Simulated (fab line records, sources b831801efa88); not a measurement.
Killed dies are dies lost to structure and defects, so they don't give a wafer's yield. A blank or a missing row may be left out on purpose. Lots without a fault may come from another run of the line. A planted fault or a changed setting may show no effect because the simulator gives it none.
Which tool did it? | flow sky130 | 10 lots, 30 wafers sampled, at 4 steps of a route of 708

WHAT THE GAUGES READ, wafer by wafer
SKY_VT_ADJUST_NCORE_TW_MEAS_11. Usual: VT_ADJUST_NCORE_TW 218.7, standard deviation 2.7.
lot  | measured     | on            | VT_ADJUST_NCORE_TW | flag
L651 | day 9 15:15  | film_metro-02 | 220.3 221.1 221.3  |
L652 | day 9 20:07  | film_metro-02 | 221.7 221.7 221.5  |
L653 | day 9 21:07  | film_metro-03 | 222.6 222.2 221.5  |
L663 | day 13 01:24 | film_metro-03 | 219.5 220.9 221.6  |
L664 | day 13 17:56 | film_metro-01 | 215.5 216.6 215.0  |
L665 | day 14 00:39 | film_metro-02 | 221.5 221.0 219.4  |
L667 | day 14 07:09 | film_metro-01 | 214.4 215.1 214.2  |
L668 | day 14 13:46 | film_metro-02 | 220.6 220.4 221.1  |
L669 | day 14 17:49 | film_metro-03 | 220.8 221.5 222.1  |
L672 | day 16 00:32 | film_metro-02 | 222.5 220.2 222.1  |

SKY_GATE_OXIDE_TW_MEAS_14. Usual: GATE_OXIDE_TW 225.3, standard deviation 2.2.
lot  | measured     | on            | GATE_OXIDE_TW     | flag
L651 | day 15 04:22 | film_metro-01 | 221.6 221.0 219.8 |
L652 | day 15 12:35 | film_metro-03 | 225.0 225.8 225.5 |
L653 | day 15 13:13 | film_metro-04 | 227.5 227.8 228.6 |
L663 | day 19 06:44 | film_metro-04 | 227.7 227.2 228.8 |
L664 | day 19 23:33 | film_metro-04 | 227.9 226.8 227.5 |
L665 | day 20 08:40 | film_metro-04 | 225.5 226.1 224.9 |
L667 | day 20 21:17 | film_metro-04 | 226.4 226.0 226.1 |
L668 | day 21 00:13 | film_metro-03 | 226.9 228.4 226.4 |
L669 | day 21 05:41 | film_metro-03 | 225.7 226.4 225.3 |
L672 | day 22 15:34 | film_metro-04 | 225.0 225.9 225.1 |

SKY_POLY_GATE_THK_MEAS_01. Usual: POLY_GATE_CVD_00_THK 180.9 nm, standard deviation 1.9.
lot  | measured     | on            | POLY_GATE_CVD_00_THK (nm) | flag
L651 | day 15 08:22 | film_metro-03 | 183.3 182.6 182.9         |
L652 | day 15 15:33 | film_metro-03 | 93.2 93.2 93.1            | OFF
L653 | day 15 16:45 | film_metro-02 | 95.3 94.1 93.6            | OFF
L663 | day 19 09:35 | film_metro-02 | 180.9 182.7 182.9         |
L664 | day 20 02:58 | film_metro-02 | 179.7 179.1 180.2         |
L665 | day 20 11:31 | film_metro-04 | 180.0 181.4 179.3         |
L667 | day 22 02:43 | film_metro-03 | 183.6 182.8 183.2         |
L668 | day 22 02:47 | film_metro-03 | 184.0 184.2 184.4         |
L669 | day 22 02:47 | film_metro-04 | 181.4 181.3 182.3         |
L672 | day 22 18:24 | film_metro-02 | 180.9 180.6 179.3         |

WHICH TOOL RAN EACH LOT (tool, then ch and the chambers of the sampled wafers, then the start)
lot  | SKY_POLY_GATE_CVD_00
L651 | lpcvd-01 ch 1, day 15 07:10
L652 | lpcvd-01 ch 1, day 15 14:21
L653 | lpcvd-01 ch 0, day 15 15:33
L663 | lpcvd-01 ch 1, day 19 08:23
L664 | lpcvd-01 ch 1, day 20 01:45
L665 | lpcvd-01 ch 0, day 20 10:18
L667 | lpcvd-01 ch 1, day 22 01:31
L668 | lpcvd-01 ch 0, day 22 01:31
L669 | lpcvd-01 ch 1, day 22 01:31
L672 | lpcvd-01 ch 1, day 22 17:12
- SKY_POLY_GATE_CVD_00: deposits poly-Si, target thk 180 nm, time 720 s.

WHAT THE TOOLS THEMSELVES READ (means of the sampled wafers that have a number; where no wafer has one, the mark that the record gives instead)
SKY_POLY_GATE_CVD_00. Usual: spike_tc_bottom_C 639.9 C, standard deviation 2.8; spike_tc_centre_C 620.2 C, standard deviation 1.2; spike_tc_lower_C 619.3 C, standard deviation 1.4; spike_tc_top_C 636 C, standard deviation 4.5; spike_tc_upper_C 620.5 C, standard deviation 1.3; susceptor_temp_C 620.02 C, standard deviation 0.27; zone_power_centre_pct 9.62 %, standard deviation 0.23; zone_power_upper_pct 8.78 %, standard deviation 0.085.
lot  | tool     | spike_tc_bottom_C (C) | spike_tc_centre_C (C) | spike_tc_lower_C (C) | spike_tc_top_C (C) | spike_tc_upper_C (C) | susceptor_temp_C (C) | zone_power_centre_pct (%) | zone_power_upper_pct (%) | flag
L651 | lpcvd-01 | 637.6                 | 620.9                 | 619.0                | 633                | 621.0                | 619.78               | 9.36                      | 8.67                     |
L652 | lpcvd-01 | 611.3                 | 594.7                 | 594.0                | 606                | 594.2                | 593.21               | 8.77                      | 8.08                     | OFF
L653 | lpcvd-01 | 616.9                 | 593.6                 | 591.5                | 616                | 593.5                | 593.54               | 9.12                      | 8.06                     | OFF
L663 | lpcvd-01 | 638.1                 | 620.6                 | 619.4                | 633                | 620.7                | 619.72               | 9.33                      | 8.72                     |
L664 | lpcvd-01 | 637.2                 | 621.4                 | 620.3                | 633                | 620.7                | 619.88               | 9.51                      | 8.78                     |
L665 | lpcvd-01 | 642.9                 | 619.8                 | 618.3                | 641                | 621.1                | 620.30               | 9.89                      | 8.65                     |
L667 | lpcvd-01 | 638.1                 | 621.0                 | 620.6                | 633                | 620.6                | 619.77               | 9.50                      | 8.81                     |
L668 | lpcvd-01 | 642.2                 | 618.9                 | 618.7                | 642                | 619.5                | 619.99               | 9.86                      | 8.77                     |
L669 | lpcvd-01 | 637.9                 | 620.4                 | 620.4                | 632                | 621.7                | 620.59               | 9.47                      | 8.75                     |
L672 | lpcvd-01 | 637.2                 | 620.7                 | 621.0                | 633                | 620.6                | 619.89               | 9.49                      | 8.88                     |

THE ANSWER, worked out from the rows above alone
Rule: a lot is off if the mean of its wafers that have a number lies more than 3 standard deviations from the usual mean. A lot without any number at a reading at which 4 lots or more have one is off too. The other lots that the step has rows for count as sound. The gauges are gone through in route order, then the tools' own readings, and for those a lot's mean is taken as printed above. The first step at which some lot is off is used, and at that step the reading that is off furthest; a lot without a number counts as furthest.
Off: L652, L653, at SKY_POLY_GATE_THK_MEAS_01 (POLY_GATE_CVD_00_THK).
A tool fits if, at a process step before that reading, it ran every lot that is off, and no sound lot after the first of them. The gauges at SKY_POLY_GATE_THK_MEAS_01 aren't tried: what is off there is off at SKY_POLY_GATE_CVD_00 too, on other tools, and a gauge's error can't cause that. None of those tried fits.

WHAT THE SIMULATOR HAD PUT IN
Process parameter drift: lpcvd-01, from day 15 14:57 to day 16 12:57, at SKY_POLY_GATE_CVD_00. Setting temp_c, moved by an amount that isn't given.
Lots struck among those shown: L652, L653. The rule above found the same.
